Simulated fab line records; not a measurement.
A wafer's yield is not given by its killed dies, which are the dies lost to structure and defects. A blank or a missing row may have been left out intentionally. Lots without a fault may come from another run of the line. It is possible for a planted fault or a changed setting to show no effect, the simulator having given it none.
Which tool is to blame? ; flow sky130 ; at 1 step of a route of 708, 11 lots with 33 wafers sampled

## WHAT EACH GAUGE READ, for each wafer
SKY_LOCAL_INTERCONNECT_CD_MEAS_11: target cd 170 nm.
lot;measured;on;cd_nm (nm)
L819;day 31 17:31;cd_sem-01;171.6 172.5 172.8
L823;day 32 19:56;cd_sem-01;171.3 171.7 172.5
L824;day 32 20:07;cd_sem-02;169.9 169.0 171.0
L825;day 33 02:42;cd_sem-01;171.4 173.5 170.6
L828;day 33 17:28;cd_sem-02;170.8 170.4 170.9
L831;day 34 16:09;cd_sem-01;170.3 169.7 171.5
L833;day 35 16:20;cd_sem-01;172.1 170.8 172.6
L834;day 35 21:20;cd_sem-01;168.8 170.0 169.0
L835;day 36 13:38;cd_sem-02;170.8 169.2 170.3
L839;day 37 04:53;cd_sem-02;169.4 168.8 167.9
L840;day 37 16:56;cd_sem-01;170.0 169.7 169.8

## WHICH TOOL RAN EACH LOT (tool, then ch and the chambers of the sampled wafers, then the start)
The record shows no process step preceding these readings.

## THE ANSWER, worked out from the rows above alone
Rule: usual is defined by the lots themselves. Put in order of their means at a reading, lots are off if they are a third of the lots or fewer, leave a main group of 4 or more, and stand apart from it by a gap of 3 or more times the standard deviation of the main group's means; of several such gaps the widest counts. A main group whose means are all the same, to the digits that the tables above print for the reading, isn't used. A lot without any number at a reading at which 4 lots or more have one is off too. Any other lot the step has rows for is counted as sound.
Nothing can be told from this: no lot is off at any reading shown.

## WHAT THE SIMULATOR HAD INSERTED
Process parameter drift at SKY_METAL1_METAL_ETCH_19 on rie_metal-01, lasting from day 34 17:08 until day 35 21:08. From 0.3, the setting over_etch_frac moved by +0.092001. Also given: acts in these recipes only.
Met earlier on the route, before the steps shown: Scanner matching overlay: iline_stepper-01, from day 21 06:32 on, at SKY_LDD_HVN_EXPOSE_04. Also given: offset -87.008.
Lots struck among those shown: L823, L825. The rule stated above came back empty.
